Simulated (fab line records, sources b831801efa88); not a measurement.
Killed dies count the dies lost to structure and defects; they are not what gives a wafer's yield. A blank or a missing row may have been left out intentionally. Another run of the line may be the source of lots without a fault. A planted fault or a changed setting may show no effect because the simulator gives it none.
What tool caused it?	flow gf180mcu	39 wafers from 13 lots sampled at 6 of the route's 602 steps

## WHAT THE GAUGES SHOWED, per wafer
GF_POLY_GATE_OVL_MEAS_11. Usual: POLY_GATE_OVL -1 nm, standard deviation 5.3.
lot	measured	on	POLY_GATE_OVL (nm)	flag
L105	day 10 01:50	overlay-02	1 1 -1	
L106	day 10 14:46	overlay-02	-8 -7 -1	
L108	day 11 06:55	overlay-02	-7 -6 -11	
L110	day 12 11:38	overlay-02	3 5 -1	
L112	day 12 15:25	overlay-02	0 -1 2	
L111	day 12 18:44	overlay-01	-2 -8 -7	
L113	day 13 03:21	overlay-01	-17 -5 2	
L114	day 13 03:29	overlay-01	-4 -4 -4	
L116	day 13 22:49	overlay-01	-4 0 -2	
L117	day 14 05:20	overlay-01	1 3 1	
L121	day 15 05:08	overlay-01	8 7 5	
L122	day 15 17:41	overlay-01	-4 -8 1	
L124	day 16 04:31	overlay-02	1 2 -5	

GF_HV_LDD_OVL_MEAS_08. Usual: HV_LDD_OVL -0.4 nm, standard deviation 1.5.
lot	measured	on	HV_LDD_OVL (nm)	flag
L105	day 10 22:36	overlay-02	-1.5 -1.2 0.4	
L106	day 11 14:21	overlay-02	0.0 0.0 -0.5	
L108	day 12 03:25	overlay-01	-0.6 -0.1 1.0	
L110	day 13 10:23	overlay-02	-2.2 -2.4 -1.2	
L112	day 13 13:17	overlay-01	2.1 1.9 0.8	
L111	day 13 16:35	overlay-01	2.5 2.7 2.1	
L113	day 14 01:31	overlay-02	0.4 1.6 2.0	
L114	day 14 01:50	overlay-01	-0.7 -0.8 0.1	
L116	day 14 21:37	overlay-01	1.4 3.2 1.8	
L117	day 15 05:52	overlay-01	1.7 1.6 3.2	
L121	day 16 07:59	overlay-01	-2.4 0.7 -1.0	
L122	day 16 21:26	overlay-02	-1.9 -1.8 -1.4	
L124	day 17 08:02	overlay-01	-2.9 -0.6 -1.0	

GF_HV_LDD_TW_MEAS_23. Usual: HV_LDD_2_TW 1032, standard deviation 11.
lot	measured	on	HV_LDD_2_TW	flag
L105	day 11 17:08	filmMetro-02	1016 1017 1020	
L106	day 12 09:59	filmMetro-01	1025 1026 1025	
L108	day 13 00:03	filmMetro-03	1047 1046 1036	
L110	day 14 07:16	filmMetro-02	1025 1026 1021	
L112	day 14 09:31	filmMetro-01	1032 1045 1042	
L111	day 14 13:55	filmMetro-03	1036 1041 1043	
L113	day 14 23:16	filmMetro-03	1038 1031 1039	
L114	day 14 23:53	filmMetro-02	1025 1021 1021	
L116	day 15 19:16	filmMetro-02	1021 1022 1021	
L117	day 16 03:47	filmMetro-02	1019 1017 1018	
L121	day 17 05:50	filmMetro-03	1042 1038 1045	
L122	day 17 20:56	filmMetro-02	1014 1015 1013	
L124	day 18 07:39	filmMetro-01	1040 1040 1035	

GF_HV_LDD_CD_MEAS_46: target cd 400 nm. Usual: 400.4 nm for cdNm, sd 2.2.
lot	measured	on	cdNm (nm)	flag
L105	day 13 08:17	cdSem-01	400.4 401.2 399.8	
L106	day 14 02:53	cdSem-01	402.0 400.8 405.1	
L108	day 14 16:56	cdSem-01	396.7 396.9 399.6	
L110	day 16 01:43	cdSem-01	403.5 401.0 402.2	
L112	day 16 03:54	cdSem-01	395.9 395.2 397.8	
L111	day 16 08:49	cdSem-01	393.7 397.7 397.2	
L113	day 16 17:33	cdSem-02	400.4 401.9 401.6	
L114	day 16 18:45	cdSem-01	401.5 402.0 401.1	
L116	day 17 15:05	cdSem-01	- - -	OFF
L117	day 18 01:48	cdSem-02	398.6 399.5 398.7	
L121	day 19 05:12	cdSem-02	401.3 400.7 400.4	
L122	day 19 20:59	cdSem-01	401.6 399.9 400.6	
L124	day 20 09:08	cdSem-02	403.9 403.0 400.7	

GF_HV_LDD_TW_MEAS_50. Usual: HV_LDD_4_TW 565, standard deviation 6.9.
lot	measured	on	HV_LDD_4_TW	flag
L105	day 13 08:40	filmMetro-03	568 572 568	
L106	day 14 03:17	filmMetro-03	572 571 569	
L108	day 14 17:21	filmMetro-03	571 573 571	
L110	day 16 02:07	filmMetro-01	571 571 570	
L112	day 16 04:17	filmMetro-03	572 571 573	
L111	day 16 09:16	filmMetro-01	572 571 568	
L113	day 16 18:02	filmMetro-01	572 569 570	
L114	day 16 19:08	filmMetro-02	564 559 562	
L116	day 17 15:29	filmMetro-01	30 30 30	OFF
L117	day 18 02:11	filmMetro-02	552 556 553	
L121	day 19 05:35	filmMetro-02	562 562 559	
L122	day 19 21:23	filmMetro-02	560 560 562	
L124	day 20 09:31	filmMetro-01	569 565 567	

## WHAT TOOL EACH LOT RAN ON (gives the tool, then ch and the chambers of the sampled wafers, and finally the start)
lot	GF_HV_LDD_EXPOSE_43
L105	ilineStepper-02 ch 0, day 12 22:58
L106	ilineStepper-02 ch 0, day 13 16:42
L108	ilineStepper-01 ch 0, day 14 07:08
L110	ilineStepper-01 ch 0, day 15 15:22
L112	ilineStepper-01 ch 0, day 15 17:34
L111	ilineStepper-01 ch 0, day 15 22:46
L113	ilineStepper-01 ch 0, day 16 07:05
L114	ilineStepper-01 ch 0, day 16 08:12
L116	ilineStepper-01 ch 0, day 17 04:02
L117	ilineStepper-02 ch 0, day 17 14:17
L121	ilineStepper-01 ch 0, day 18 17:32
L122	ilineStepper-01 ch 0, day 19 08:43
L124	ilineStepper-02 ch 0, day 19 21:39
- GF_HV_LDD_EXPOSE_43: exposes mask Pplus HV AREA, target cd 400 nm.

## AS READ BY THE TOOLS THEMSELVES (means over the sampled wafers that have a number; for cases with no such wafer, the mark the record gives instead)
GF_HV_LDD_EXPOSE_43. Usual: reticleTempC 22.99 C, standard deviation 0.11; stageVelMmS 500.03 mm/s, standard deviation 0.24.
lot	tool	reticleTempC (C)	stageVelMmS (mm/s)	flag
L105	ilineStepper-02	23.05	500.20	
L106	ilineStepper-02	22.90	500.07	
L108	ilineStepper-01	22.95	499.94	
L110	ilineStepper-01	23.03	500.19	
L112	ilineStepper-01	22.96	500.00	
L111	ilineStepper-01	22.98	499.81	
L113	ilineStepper-01	22.95	500.07	
L114	ilineStepper-01	22.75	500.03	
L116	ilineStepper-01	23.17	500.01	
L117	ilineStepper-02	22.87	500.07	
L121	ilineStepper-01	23.03	499.69	
L122	ilineStepper-01	22.96	499.84	
L124	ilineStepper-02	23.07	500.28	

## THE ANSWER, worked out from the rows above alone
Rule: a lot is off if the mean of its wafers that have a number lies more than 3 standard deviations from the usual mean. A lot without any number at a reading at which 4 lots or more have one is off too. All remaining lots with rows at the step are treated as sound. Order of review: gauges by route order, followed by the tools' own readings, for which a lot's mean as printed above is used. The first step at which some lot is off is used, and at that step the reading that is off furthest; a lot without a number counts as furthest.
Off, at GF_HV_LDD_CD_MEAS_46 on cdNm: L116. Without a number there: L116.
If a tool, at a process step before that reading, ran all the lots that are off and no sound lot after the first of them, it fits. The gauges at GF_HV_LDD_CD_MEAS_46 aren't tried: what is off there is off at GF_HV_LDD_TW_MEAS_50 too, on other tools, and a gauge's error can't cause that. Of those tried, none fits.

## WHAT THE SIMULATOR HAD PUT IN
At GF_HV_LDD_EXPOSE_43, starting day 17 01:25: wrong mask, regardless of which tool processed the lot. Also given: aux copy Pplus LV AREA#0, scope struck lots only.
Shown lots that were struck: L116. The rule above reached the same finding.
